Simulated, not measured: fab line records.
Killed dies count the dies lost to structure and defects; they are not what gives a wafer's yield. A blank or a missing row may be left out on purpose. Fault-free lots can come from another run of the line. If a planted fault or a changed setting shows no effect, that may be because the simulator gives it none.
A sampling plan put to the test || flow sky130 || one line in one fab, 14 faults in these records, each fault weighed on the records of the lots it struck
The plan is the line's own looks: the steps of the route at which a gauge or an inspection reads the wafer and doesn't change it. Where struck wafers have a number at a look and the file lists that look's usual mean and standard deviation on fault-free wafers, the look can be judged. Caught: at a look after the fault's first step, the mean of the struck wafers lies 4 or more of those standard deviations (sigma) from the usual mean. On the tool: the fault's steps, tested the same way using the tool's own readings. A different recipe on the struck wafers counts as caught too, as does a record blank only for those wafers.

THE FAULTS, as the simulator had put them in
1. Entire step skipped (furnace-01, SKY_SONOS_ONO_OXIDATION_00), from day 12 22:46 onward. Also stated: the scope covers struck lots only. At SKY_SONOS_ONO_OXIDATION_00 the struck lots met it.
2. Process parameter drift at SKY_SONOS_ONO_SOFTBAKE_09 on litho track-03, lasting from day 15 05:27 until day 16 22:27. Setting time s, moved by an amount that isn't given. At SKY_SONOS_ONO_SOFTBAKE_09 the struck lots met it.
3. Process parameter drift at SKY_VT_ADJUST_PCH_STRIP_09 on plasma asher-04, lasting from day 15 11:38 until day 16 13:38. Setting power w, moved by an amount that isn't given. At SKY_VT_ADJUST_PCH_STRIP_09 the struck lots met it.
4. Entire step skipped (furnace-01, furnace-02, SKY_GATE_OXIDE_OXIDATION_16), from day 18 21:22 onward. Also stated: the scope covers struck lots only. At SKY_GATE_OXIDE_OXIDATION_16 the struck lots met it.
5. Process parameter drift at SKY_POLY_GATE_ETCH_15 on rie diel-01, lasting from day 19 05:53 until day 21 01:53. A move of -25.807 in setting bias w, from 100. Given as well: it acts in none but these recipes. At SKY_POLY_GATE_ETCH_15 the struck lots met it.
6. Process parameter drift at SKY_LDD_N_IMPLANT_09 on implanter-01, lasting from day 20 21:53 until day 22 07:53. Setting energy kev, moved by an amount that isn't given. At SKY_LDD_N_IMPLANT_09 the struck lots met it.
7. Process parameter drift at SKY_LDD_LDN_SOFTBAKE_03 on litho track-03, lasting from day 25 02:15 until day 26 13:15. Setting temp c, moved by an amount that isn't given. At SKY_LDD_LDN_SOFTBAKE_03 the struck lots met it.
8. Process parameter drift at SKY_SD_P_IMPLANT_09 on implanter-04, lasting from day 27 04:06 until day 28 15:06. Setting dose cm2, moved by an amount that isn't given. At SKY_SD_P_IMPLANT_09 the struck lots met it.
9. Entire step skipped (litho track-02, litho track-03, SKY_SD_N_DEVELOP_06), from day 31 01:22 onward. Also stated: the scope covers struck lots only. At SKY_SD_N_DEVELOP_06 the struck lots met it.
10. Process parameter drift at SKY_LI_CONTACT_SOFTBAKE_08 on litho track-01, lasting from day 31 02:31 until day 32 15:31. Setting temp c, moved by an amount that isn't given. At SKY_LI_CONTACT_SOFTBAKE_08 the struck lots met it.
11. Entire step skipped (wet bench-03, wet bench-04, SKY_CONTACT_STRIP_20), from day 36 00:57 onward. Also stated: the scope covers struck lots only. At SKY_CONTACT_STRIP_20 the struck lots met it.
12. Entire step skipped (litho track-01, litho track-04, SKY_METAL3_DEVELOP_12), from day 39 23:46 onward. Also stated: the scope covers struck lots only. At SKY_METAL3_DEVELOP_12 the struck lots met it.
13. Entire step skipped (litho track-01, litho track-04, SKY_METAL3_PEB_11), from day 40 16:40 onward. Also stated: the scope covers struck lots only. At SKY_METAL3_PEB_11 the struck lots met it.
14. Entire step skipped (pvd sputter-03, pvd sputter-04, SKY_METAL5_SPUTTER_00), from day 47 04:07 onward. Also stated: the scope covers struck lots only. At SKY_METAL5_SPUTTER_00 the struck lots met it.

WHAT THE PLAN SAW
{"fault": 1, "on the tool itself": "the tool's record is blank for the struck wafers", "first look that catches it": "no look after it can be judged", "reading, sigma": "-", "median hours from its first step to that look": "-", "hours from the fault's start to the first struck lot there": "-", "judged looks passed uncaught": 0}
{"fault": 2, "on the tool itself": "heater power total W +38 sigma", "first look that catches it": "not the one look that can be judged after it", "reading, sigma": "-", "median hours from its first step to that look": "-", "hours from the fault's start to the first struck lot there": "-", "judged looks passed uncaught": 1}
{"fault": 3, "on the tool itself": "strip time to endpoint s +92 sigma", "first look that catches it": "no look after it can be judged", "reading, sigma": "-", "median hours from its first step to that look": "-", "hours from the fault's start to the first struck lot there": "-", "judged looks passed uncaught": 0}
{"fault": 4, "on the tool itself": "the tool's record is blank for the struck wafers", "first look that catches it": "no look after it can be judged", "reading, sigma": "-", "median hours from its first step to that look": "-", "hours from the fault's start to the first struck lot there": "-", "judged looks passed uncaught": 0}
{"fault": 5, "on the tool itself": "bias w -83 sigma", "first look that catches it": "not the one look that can be judged after it", "reading, sigma": "-", "median hours from its first step to that look": "-", "hours from the fault's start to the first struck lot there": "-", "judged looks passed uncaught": 1}
{"fault": 6, "on the tool itself": "beam energy keV -99 or beyond sigma", "first look that catches it": "no look after it can be judged", "reading, sigma": "-", "median hours from its first step to that look": "-", "hours from the fault's start to the first struck lot there": "-", "judged looks passed uncaught": 0}
{"fault": 7, "on the tool itself": "heater power total W -11 sigma", "first look that catches it": "no look after it can be judged", "reading, sigma": "-", "median hours from its first step to that look": "-", "hours from the fault's start to the first struck lot there": "-", "judged looks passed uncaught": 0}
{"fault": 8, "on the tool itself": "dose ions cm2 +24 sigma", "first look that catches it": "no look after it can be judged", "reading, sigma": "-", "median hours from its first step to that look": "-", "hours from the fault's start to the first struck lot there": "-", "judged looks passed uncaught": 0}
{"fault": 9, "on the tool itself": "the tool's record is blank for the struck wafers", "first look that catches it": "none of the 2 looks that can be judged after it", "reading, sigma": "-", "median hours from its first step to that look": "-", "hours from the fault's start to the first struck lot there": "-", "judged looks passed uncaught": 2}
{"fault": 10, "on the tool itself": "plate temp C +7.5 sigma", "first look that catches it": "no look after it can be judged", "reading, sigma": "-", "median hours from its first step to that look": "-", "hours from the fault's start to the first struck lot there": "-", "judged looks passed uncaught": 0}
{"fault": 11, "on the tool itself": "the tool's record is blank for the struck wafers", "first look that catches it": "no look after it can be judged", "reading, sigma": "-", "median hours from its first step to that look": "-", "hours from the fault's start to the first struck lot there": "-", "judged looks passed uncaught": 0}
{"fault": 12, "on the tool itself": "the tool's record is blank for the struck wafers", "first look that catches it": "no look after it can be judged", "reading, sigma": "-", "median hours from its first step to that look": "-", "hours from the fault's start to the first struck lot there": "-", "judged looks passed uncaught": 0}
{"fault": 13, "on the tool itself": "no reading that can be judged", "first look that catches it": "no look after it can be judged", "reading, sigma": "-", "median hours from its first step to that look": "-", "hours from the fault's start to the first struck lot there": "-", "judged looks passed uncaught": 0}
{"fault": 14, "on the tool itself": "the tool's record is blank for the struck wafers", "first look that catches it": "no look after it can be judged", "reading, sigma": "-", "median hours from its first step to that look": "-", "hours from the fault's start to the first struck lot there": "-", "judged looks passed uncaught": 0}
A dash: the fault is not caught, or the number is missing from these records.

Caught at a look: 0 of 14. Caught on the tool: 13 of 14. By one or the other: 13 of 14.
Caught on the tool alone: faults 1, 2, 3, 4, 5, 6, 7, 8, 9, 10, 11, 12, 14.
Caught by neither: fault 13.
